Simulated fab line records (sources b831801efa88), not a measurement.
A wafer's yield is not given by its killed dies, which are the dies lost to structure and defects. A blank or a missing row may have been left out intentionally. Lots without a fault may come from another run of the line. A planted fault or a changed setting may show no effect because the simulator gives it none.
2 desks looking at one fault | flow gf180mcu | each desk holds nothing but its own numbers, with what lay behind them at the end

AT THE METROLOGY DESK
What the gauges read, lot by lot, whatever tool the lot ran on: means of the sampled wafers that have a number. Any lot whose mean is over 4 standard deviations away from the usual mean is out of limits and marked OUT; that distance is given in the brackets.
Columns: A = DUAL_GATE_OVL at GF_DUAL_GATE_OVL_MEAS_11, usual 0.0 nm; B = cd-nm at GF_POLY_GATE_CD_MEAS_10, usual 280.0 nm; C = POLY_GATE_OXIDATION_THK at GF_POLY_GATE_THK_MEAS_17, usual 3.99 nm; D = cd-nm at GF_HV_LDD_CD_MEAS_19, usual 400.1 nm
lot  | first seen here | A    | B                | C    | D
L514 | day 8 02:37     | -0.6 | 279.6            | 3.97 | 401.9
L515 | day 8 06:13     | 1.4  | 280.9            | 4.02 | 400.9
L518 | day 9 03:23     | 1.9  | 281.7            | 3.97 | 398.9
L519 | day 9 10:37     | 0.2  | 279.6            | 3.91 | 402.1
L520 | day 9 19:58     | 0.3  | 280.5            | 3.96 | 400.2
L521 | day 10 02:56    | -1.4 | 279.8            | 3.93 | 398.5
L522 | day 10 17:37    | 0.7  | 278.6            | 4.00 | 399.9
L523 | day 11 06:14    | -1.4 | 280.4            | 3.97 | 399.4
L526 | day 12 01:13    | 0.5  | 280.1            | 4.01 | 398.1
L527 | day 12 15:17    | 0.5  | 277.1            | 4.05 | 394.4
L531 | day 13 23:19    | -0.4 | 281.1            | 4.04 | 400.3
L532 | day 13 23:37    | 2.0  | 271.2 (-6.8) OUT | 3.97 | 402.7
L534 | day 14 08:17    | -1.1 | 273.8 (-4.7) OUT | 3.99 | 405.2
L537 | day 15 09:10    | 1.3  | 280.1            | 4.04 | 399.6
Finding of this desk: L532, L534 out of limits; the first was L532 at day 15 00:44, on cd-nm at GF_POLY_GATE_CD_MEAS_10. L514, L515, L518, L519, L520, L521, L522, L523, L526, L527, L531, L537 stayed within limits.

AT THE TOOL OWNER'S DESK: litho-track-01
The tool's own readings at GF_POLY_GATE_PEB_08 (peb time 90 s): means of the sampled wafers that have a number, for each lot that ran on this tool. Any lot whose mean is over 4 standard deviations away from the usual mean is out of limits and marked OUT; that distance is given in the brackets.
Columns: A = chill-plate-temp-C at GF_POLY_GATE_PEB_08, usual 23.02 C; B = resist-line-temp-C at GF_POLY_GATE_PEB_08, usual 23.00 C
lot  | first seen here | A     | B
L515 | day 9 01:45     | 22.89 | 23.01
L519 | day 10 06:10    | 23.08 | 22.94
L520 | day 10 19:30    | 23.08 | 23.06
L521 | day 11 00:51    | 22.97 | 23.05
L527 | day 13 14:11    | 23.05 | 23.04
L531 | day 14 23:41    | 22.96 | 22.95
L532 | day 15 00:23    | 23.05 | 23.01
L534 | day 15 09:56    | 22.96 | 22.93
This desk's finding: nothing out of limits on any of the 8 lots.

BROUGHT TOGETHER
On L532, L534, the metrology desk was in a position to raise an alarm at day 15 00:44.
Nothing out of limits was seen by the tool owner's desk.
Tool owner's desk: L532, L534 on record, inside its limits.
Of the lots named, all ran GF_POLY_GATE_PEB_08 on litho-track-01.

WHAT HAD BEEN PUT IN BY THE SIMULATOR
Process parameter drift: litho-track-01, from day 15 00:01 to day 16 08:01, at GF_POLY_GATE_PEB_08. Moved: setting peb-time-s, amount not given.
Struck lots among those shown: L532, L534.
Delay in hours, fault start to first out-of-limits reading, per desk: metrology desk 1.
